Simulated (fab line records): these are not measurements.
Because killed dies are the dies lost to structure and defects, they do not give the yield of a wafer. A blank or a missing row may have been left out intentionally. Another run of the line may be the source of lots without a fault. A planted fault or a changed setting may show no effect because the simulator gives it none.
8D (eight disciplines) problem report, filled in by code | flow gf180mcu | the parts of the form that need people (team, actions taken, sign-off) are left out

## 1. THE PROBLEM
At GF_M2_CD_MEAS_14, cd nm averages 238.8 nm over 2 wafers from 2 lots, while fault-free wafers read 279.9 nm, standard deviation 1.2. Relative to the usual mean, that is a shift of -34 standard deviations.
The step: target cd 280 nm.
Seen first at day 23 19:58 on cd sem-01, wafer L889.3. The record holds 37 wafers of 13 lots with a number at this step. The rule behind "out" and "out of limits": a value lying over 4 standard deviations away from the usual mean. The other wafers with a number count as sound.

## 2. WHAT IT IS, AND WHAT IT ISN'T
question                    | is                   | is not
which readings at this step | cd nm                | -
which lots                  | L889, L891           | L876, L878, L879, L880, L881, L882, L883, L884, L885, L887, L888
which wafers of those lots  | L889.3, L891.3       | L889.6, L891.4
read on which gauges        | cd sem-01, cd sem-02 | -
when                        | from day 23 19:58    | up to then (34 sound wafers); but 1 sound wafer of L891 came after

## 3. THE SUSPECTS, EACH WITH WHAT RULES IT OUT
Counting: if a tool at a process step up to the reading ran every lot that is out, it stays a suspect. Sound lots after the first of them don't rule it out here, since some wafers of a struck lot are sound.
- the gauge at GF_M2_CD_MEAS_14 has been ruled out. The wafers that are out were read on 2 gauges (cd sem-01, cd sem-02).
- krf scanner-01 at GF_M2_EXPOSE_11 (exposes mask Metal2, target cd 280 nm): kept. Every lot that is out went through it, the first being L889 (day 23 09:07); the last sound lot it ran before that was L888 (day 23 02:29).
Left after counting: krf scanner-01 at GF_M2_EXPOSE_11.

## 4. THE CAUSE (what the simulator had put in)
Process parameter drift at GF_M2_EXPOSE_11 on krf scanner-01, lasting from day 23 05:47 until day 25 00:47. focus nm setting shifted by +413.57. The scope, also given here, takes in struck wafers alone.
After counting, this tool was the only one left.

## 5. THE CHAIN OF EFFECTS, in route order
Each row: a reading whose mean over the struck wafers that have a number lies more than 3 standard deviations from the usual. Only readings for which the record gives a usual standard deviation are gone through. hours: the time from each lot's start at the first step in this table that gives one to its start at this step, as a median over the lots. sigmas: the change in usual standard deviations.
hours | step                    | reading              | usual    | on struck wafers | change | sigmas
0     | GF_M2_CD_MEAS_14        | cd nm                | 279.9 nm | 238.8            | -41.1  | -34
209   | GF_PASSIVATION_PROBE_99 | defect limited yield | 90.1 %   | 81.0             | -9.1   | -6.5
209   | GF_PASSIVATION_PROBE_99 | killed_at_M0_to_M3   | 21       | 61               | +40    | +8.3
209   | GF_PASSIVATION_PROBE_99 | killed dies          | 49       | 94               | +44    | +6.4
209   | GF_PASSIVATION_PROBE_99 | killed on rim        | 9.7      | 24.5             | +14.8  | +4.9
209   | GF_PASSIVATION_PROBE_99 | sort_bin_5_function  | 5.7 %    | 14.9             | +9.2   | +8.4
209   | GF_PASSIVATION_PROBE_99 | sort n pass          | 443      | 398              | -44    | -6.4
209   | GF_PASSIVATION_PROBE_99 | sort yield pct       | 90.1 %   | 81.0             | -9.1   | -6.5
The process steps in it:
- GF_PASSIVATION_PROBE_99

## 6. HOW IT WOULD HAVE BEEN CAUGHT EARLIER
Counted from the fault's start at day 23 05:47, it took 14 hours until the first out-of-limits reading at a measuring or inspecting step in this record, taken at day 23 19:58.
Of the lots that are out (2), L891 began GF_M2_EXPOSE_11 on krf scanner-01 after day 23 19:58. A tool hold placed at that time would have kept it from harm.
